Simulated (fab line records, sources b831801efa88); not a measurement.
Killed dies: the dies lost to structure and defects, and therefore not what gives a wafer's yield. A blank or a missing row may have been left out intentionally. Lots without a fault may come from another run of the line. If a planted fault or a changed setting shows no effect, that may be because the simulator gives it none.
Chamber matching / flow sky130 / SKY_VIA4_ETCH_12 on rie diel-01 has 4 sister chambers
The step etches SiO2 in C4F8/O2/Ar, stops on TiN, target depth 580 nm. 22 wafers are shown with their chamber, then 11 later ones without.

== EACH WAFER AND ITS CHAMBER ==
wafer=L075.4; chamber=3; rf fwd power W (W)=1491; oes product au (a.u.)=0.929
wafer=L075.5; chamber=2; rf fwd power W (W)=1496; oes product au (a.u.)=0.925
wafer=L075.6; chamber=3; rf fwd power W (W)=1481; oes product au (a.u.)=0.930
wafer=L079.2; chamber=3; rf fwd power W (W)=1485; oes product au (a.u.)=0.933
wafer=L079.3; chamber=2; rf fwd power W (W)=1501; oes product au (a.u.)=0.926
wafer=L079.6; chamber=3; rf fwd power W (W)=1488; oes product au (a.u.)=0.924
wafer=L081.4; chamber=3; rf fwd power W (W)=1489; oes product au (a.u.)=0.911
wafer=L081.5; chamber=3; rf fwd power W (W)=1494; oes product au (a.u.)=0.924
wafer=L081.6; chamber=0; rf fwd power W (W)=1493; oes product au (a.u.)=0.928
wafer=L083.1; chamber=2; rf fwd power W (W)=1501; oes product au (a.u.)=0.930
wafer=L083.2; chamber=3; rf fwd power W (W)=1486; oes product au (a.u.)=0.924
wafer=L083.3; chamber=0; rf fwd power W (W)=1491; oes product au (a.u.)=0.933
wafer=L085.1; chamber=1; rf fwd power W (W)=1497; oes product au (a.u.)=0.925
wafer=L085.2; chamber=3; rf fwd power W (W)=1487; oes product au (a.u.)=0.928
wafer=L085.5; chamber=0; rf fwd power W (W)=1504; oes product au (a.u.)=0.929
wafer=L087.3; chamber=3; rf fwd power W (W)=1494; oes product au (a.u.)=0.931
wafer=L087.4; chamber=1; rf fwd power W (W)=1496; oes product au (a.u.)=0.927
wafer=L087.6; chamber=2; rf fwd power W (W)=1504; oes product au (a.u.)=0.927
wafer=L093.1; chamber=3; rf fwd power W (W)=1498; oes product au (a.u.)=0.928
wafer=L093.4; chamber=1; rf fwd power W (W)=1497; oes product au (a.u.)=0.913
wafer=L093.6; chamber=2; rf fwd power W (W)=1498; oes product au (a.u.)=0.917
wafer=L092.1; chamber=2; rf fwd power W (W)=1493; oes product au (a.u.)=0.925

SIGNATURES (means of the wafers above)
reading=rf fwd power W; chamber 0=1496.00; chamber 1=1496.67; chamber 2=1498.83; chamber 3=1489.30; scatter within a chamber=4.75
reading=oes product au; chamber 0=0.93000; chamber 1=0.92167; chamber 2=0.92500; chamber 3=0.92620; scatter within a chamber=0.00561
Rule: a wafer lies at a distance from a chamber equal to the root of the sum of squares, over the readings, of (its reading less the chamber's mean, divided by the reading's scatter). If the next closest chamber is less than 2 further off than the closest, the wafer can't be placed; otherwise it belongs to the closest. How the scatter is found: for the shown wafers, subtract from each reading the mean of its chamber, square and add these, divide the total by (wafers less chambers), then take the root.

== WAFERS WITH NO CHAMBER GIVEN ==
wafer=L092.4; rf fwd power W (W)=1488; oes product au (a.u.)=0.931
wafer=L092.5; rf fwd power W (W)=1495; oes product au (a.u.)=0.922
wafer=L094.1; rf fwd power W (W)=1494; oes product au (a.u.)=0.924
wafer=L094.3; rf fwd power W (W)=1497; oes product au (a.u.)=0.922
wafer=L094.4; rf fwd power W (W)=1497; oes product au (a.u.)=0.923
wafer=L095.1; rf fwd power W (W)=1483; oes product au (a.u.)=0.926
wafer=L095.3; rf fwd power W (W)=1497; oes product au (a.u.)=0.927
wafer=L095.6; rf fwd power W (W)=1489; oes product au (a.u.)=0.933
wafer=L097.3; rf fwd power W (W)=1498; oes product au (a.u.)=0.925
wafer=L097.4; rf fwd power W (W)=1488; oes product au (a.u.)=0.927
wafer=L097.6; rf fwd power W (W)=1482; oes product au (a.u.)=0.925

== WHICH CHAMBER EACH ONE RAN IN ==
wafer=L092.4; from the rows above=can't be placed: 3 or 0 or 1 or 2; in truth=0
wafer=L092.5; from the rows above=can't be placed: 1 or 2 or 3 or 0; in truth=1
wafer=L094.1; from the rows above=can't be placed: 1 or 2 or 3 or 0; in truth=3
wafer=L094.3; from the rows above=can't be placed: 1 or 2 or 0 or 3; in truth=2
wafer=L094.4; from the rows above=can't be placed: 1 or 2 or 0 or 3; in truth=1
wafer=L095.1; from the rows above=can't be placed: 3 or 0 or 1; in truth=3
wafer=L095.3; from the rows above=can't be placed: 2 or 0 or 1 or 3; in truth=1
wafer=L095.6; from the rows above=can't be placed: 3 or 0 or 2 or 1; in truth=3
wafer=L097.3; from the rows above=can't be placed: 2 or 1 or 0 or 3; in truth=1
wafer=L097.4; from the rows above=can't be placed: 3 or 0 or 1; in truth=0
wafer=L097.6; from the rows above=can't be placed: 3 or 0 or 1 or 2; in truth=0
Placed correctly: 0 of 11. Cannot be placed on the basis of these rows: 11; the candidates contain the true chamber in 11. Wrongly placed: 0.
